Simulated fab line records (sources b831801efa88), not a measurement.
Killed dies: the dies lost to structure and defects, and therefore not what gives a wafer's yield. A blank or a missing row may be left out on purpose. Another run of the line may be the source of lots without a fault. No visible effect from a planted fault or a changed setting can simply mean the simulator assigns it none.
Struck lot and sound lot, side by side / flow gf180mcu / 15 out of 602 route steps
Sound: wafers L346.1, L346.2, L346.5. Wafers struck: L348.1, L348.2, L348.4. At the end, the cause is stated.
Per side, at each step with rows, come the tool, then ch with its chambers, and then its first start. Under that, the readings that differ: sound wafers / struck wafers / difference of the means / sigmas: that difference in standard deviations of wafers without a fault.
alike: readings whose means differ by less than 2 such deviations, and words and numbers that are the same on both sides. not compared: withheld readings, readings that some wafer has no value for, bounds like >300 that may hide the same value, and numbers for which the record gives no deviation and whose values overlap.
Wherever a step has rows on one side only, a row that says differs or no value, or a row with sigmas, the two part there. When numbers do not overlap yet have no deviation, they are printed without sigmas and do not part them. A reading that every wafer of one side lacks parts them only if that side has two wafers or more.

first, 2 steps without rows for these wafers: GF_CONTACT_CLEAN_20 (cleans in DIW); GF_CONTACT_CLEAN_21 (cleans in dHF, time 20 s).
GF_CONTACT_SPUTTER_22: material Ti, target thk 15 nm, time 80.02 s.
  struck on pvdSputter-01, day 19 14:56; sound on pvdSputter-01, day 19 03:09
  alike: cathodeDcPowerW, chamberPressurePa, substrateTempC, throttleValvePct
GF_CONTACT_SPUTTER_23: material TiN, target thk 10 nm, time 40 s.
  struck on pvdSputter-01, day 19 15:00; sound on pvdSputter-01, day 19 03:13
  alike: cathodeDcPowerW, chamberPressurePa, throttleValvePct
GF_CONTACT_CVD_24: deposits W, target thk 300 nm, time 90.339 s.
  sound on cvdW-01 ch 0,1, day 19 03:15; struck on cvdW-02 ch 0,1, day 19 15:02
reading=heaterPowerW (W); sound=809 807 811; struck=891 879 897; difference=+80; sigmas=+2
GF_CONTACT_RS_MEAS_25: a four-point-probe measurement.
  struck on filmMetro-03, day 19 15:08; sound on filmMetro-03, day 19 03:21
  alike: CONTACT_W_RS
GF_CONTACT_THK_MEAS_26: measures by xrf.
  struck on filmMetro-03, day 19 15:16; sound on filmMetro-03, day 19 03:28
  alike: CONTACT_W_THK
then, 1 step without rows for these wafers: GF_CONTACT_CMP_27 (polishes, stops on SiO2, t overpolish 15 s, target thk 0 nm).
GF_M1_SPUTTER_00: material Ti, target thk 37.5 nm, time 150 s.
  struck on pvdSputter-01, day 19 15:37; sound on pvdSputter-02, day 19 03:50
  alike: cathodeDcPowerW, chamberPressurePa, substrateTempC, throttleValvePct
GF_M1_SPUTTER_01: material TiN, target thk 30 nm, time 25 s.
  struck on pvdSputter-01, day 19 15:43; sound on pvdSputter-02, day 19 03:56
  alike: cathodeDcPowerW, chamberPressurePa, throttleValvePct
then, 2 steps without rows for these wafers: GF_M1_SPUTTER_02 (material AlCu, target thk 450 nm, time 23.9 s); GF_M1_SPUTTER_03 (material Ti, target thk 10 nm, time 6.7 s).
GF_M1_SPUTTER_04: material TiN, target thk 50 nm, time 41.7 s.
  struck on pvdSputter-01, day 19 15:48; sound on pvdSputter-02, day 19 04:01
  no value came back on the struck wafers for cathodeDcPowerW (W), chamberPressurePa (Pa), throttleValvePct (%); on the sound wafers cathodeDcPowerW (W) reads 6501.6 6498.9 6501.1
GF_M1_THK_MEAS_06: measures by xrf.
  struck on filmMetro-02, day 19 15:58; sound on filmMetro-03, day 19 04:10
reading=M1_ALCU_THK (nm); sound=459 457 456; struck=494 498 501; difference=+40; sigmas=+7
then, 1 step without rows for these wafers: GF_M1_DEHYDRATE_07 (time 60 s).

== WHERE THEY PART ==
First at GF_CONTACT_CVD_24; last, within this record, at GF_M1_THK_MEAS_06.

WHY: whatever the simulator had introduced
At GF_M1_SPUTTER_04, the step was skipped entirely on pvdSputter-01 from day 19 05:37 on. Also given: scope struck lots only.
